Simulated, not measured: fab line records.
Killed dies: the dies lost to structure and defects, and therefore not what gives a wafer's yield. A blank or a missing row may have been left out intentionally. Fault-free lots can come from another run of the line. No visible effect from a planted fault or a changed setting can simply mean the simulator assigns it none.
One fault seen from 2 desks | flow gf180mcu | numbers are kept per desk, each desk with only its own; the story behind them comes last

## FOR THE TOOL OWNER'S DESK: pvd sputter-03
At GF_SALICIDE_SPUTTER_03 (material TiN, target thk 20 nm, time 16.7 s) the tool's own readings: per lot run on this tool, the mean of the sampled wafers that have a number. Any lot whose mean is over 4 standard deviations away from the usual mean is out of limits and marked OUT; that distance is given in the brackets.
Columns: A = cathode dc power W at GF_SALICIDE_SPUTTER_03, usual 6499.9 W; B = throttle valve pct at GF_SALICIDE_SPUTTER_03, usual 30.0 %
lot  | first seen here | A                        | B
L492 | day 16 10:23    | 6500.4                   | 31.0
L497 | day 18 11:22    | 6499.6                   | 29.8
L502 | day 20 04:03    | 6354.4 (-99 or more) OUT | 30.6
L503 | day 20 15:14    | 6353.3 (-99 or more) OUT | 29.7
L504 | day 20 17:43    | 6353.4 (-99 or more) OUT | 30.0
This desk's finding: out of limits on L502, L503, L504; first on L502, day 20 04:03 (cathode dc power W at GF_SALICIDE_SPUTTER_03). L492, L497: within limits.

## THE METROLOGY DESK
What the gauges read, lot by lot, whatever tool the lot ran on: means of the sampled wafers that have a number. Any lot whose mean is over 4 standard deviations away from the usual mean is out of limits and marked OUT; that distance is given in the brackets.
Columns: A = HV_LDD_03_OVL at GF_HV_LDD_OVL_MEAS_47, usual 0.4 nm
lot  | first seen here | A
L488 | day 12 11:31    | 2.4
L490 | day 12 23:29    | 0.9
L491 | day 13 14:46    | 2.2
L492 | day 13 15:29    | 1.9
L494 | day 14 13:37    | 0.3
L496 | day 15 00:50    | -1.7
L495 | day 15 01:28    | 2.6
L497 | day 15 10:23    | -2.3
L502 | day 16 23:31    | 0.3
L503 | day 17 09:58    | -0.1
L504 | day 17 13:16    | -1.0
L505 | day 18 00:22    | 0.0
L506 | day 18 06:40    | 0.2
L508 | day 18 20:47    | 0.6
L511 | day 20 03:10    | 0.1
Finding of this desk: none of the 15 lots has anything out of limits.

## PUT TOGETHER
An alarm could have come from the tool owner's desk at day 20 04:03, on L502, L503, L504.
Metrology desk: nothing out of limits seen.
The metrology desk has L502, L503, L504 on record, within its limits.
The lots listed all ran GF_SALICIDE_SPUTTER_03 on pvd sputter-03.

## WHAT HAD BEEN PUT IN BY THE SIMULATOR
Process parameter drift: pvd sputter-03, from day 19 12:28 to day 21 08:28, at GF_SALICIDE_SPUTTER_03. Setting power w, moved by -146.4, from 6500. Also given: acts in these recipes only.
Lots struck among those shown: L502, L503, L504.
Hours from the fault's start to each desk's first reading out of limits: the tool owner's desk, 16.
